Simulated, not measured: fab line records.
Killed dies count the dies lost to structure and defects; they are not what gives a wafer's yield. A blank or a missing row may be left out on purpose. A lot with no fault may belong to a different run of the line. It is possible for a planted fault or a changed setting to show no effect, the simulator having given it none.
Which tool was responsible? | flow sky130 | 6 lots, 18 wafers sampled, at 3 steps of a route of 708

WHAT THE GAUGES SHOWED, per wafer
SKY_METAL4_CD_MEAS_13: target cd 300 nm.
lot  | measured     | on        | cd nm (nm)
L560 | day 41 23:52 | cd sem-02 | 301.5 302.2 302.6
L562 | day 42 20:31 | cd sem-02 | 299.3 298.9 298.2
L570 | day 44 03:43 | cd sem-02 | 301.6 301.5 301.1
L572 | day 45 14:16 | cd sem-02 | 311.7 310.8 310.9
L577 | day 46 11:35 | cd sem-01 | 295.6 296.6 296.8
L579 | day 47 12:37 | cd sem-02 | 298.2 298.5 297.2

EACH LOT AND THE TOOL THAT RAN IT (in order: tool; ch and the chambers of the sampled wafers; start)
lot  | SKY_METAL4_SPUTTER_01        | SKY_METAL4_EXPOSE_10
L560 | pvd sputter-03, day 39 21:52 | krf scanner-02 ch 0, day 41 12:27
L562 | pvd sputter-03, day 40 19:58 | krf scanner-02 ch 0, day 42 08:53
L570 | pvd sputter-03, day 42 06:35 | krf scanner-02 ch 0, day 43 17:34
L572 | pvd sputter-01, day 43 16:31 | krf scanner-01 ch 0, day 45 02:25
L577 | pvd sputter-02, day 44 16:22 | krf scanner-02 ch 0, day 46 00:38
L579 | pvd sputter-02, day 45 18:50 | krf scanner-02 ch 0, day 47 01:44
- SKY_METAL4_SPUTTER_01: material TiN, target thk 20 nm, time 16.7 s.
- SKY_METAL4_EXPOSE_10: exposes mask MM4, target cd 300 nm.

THE ANSWER, worked out from the rows above alone
Rule: the lots themselves supply what counts as usual. The widest of any qualifying gaps counts: lots, ordered by their means at a reading, are off when they make up no more than a third of the lots, leave a main group of 4 or more, and stand apart from it by 3 or more times the standard deviation of that group's means. If all means in a main group match to the digits the tables above print for the reading, that group is not used. A lot without any number at a reading at which 4 lots or more have one is off too. Where the step has rows for the other lots, those lots are counted as sound.
Off at SKY_METAL4_CD_MEAS_13 (cd nm): L572. Mean 299.3 nm and standard deviation 2.1 in the main group.
A tool fits if, at a process step before that reading, it ran every lot that is off, and no sound lot after the first of them. Those tools and the gauges at SKY_METAL4_CD_MEAS_13 are tried in the same way. 2 tools fit, pvd sputter-01 at SKY_METAL4_SPUTTER_01 and krf scanner-01 at SKY_METAL4_EXPOSE_10, so this cannot tell which one it is.

WHAT THE SIMULATOR HAD INSERTED
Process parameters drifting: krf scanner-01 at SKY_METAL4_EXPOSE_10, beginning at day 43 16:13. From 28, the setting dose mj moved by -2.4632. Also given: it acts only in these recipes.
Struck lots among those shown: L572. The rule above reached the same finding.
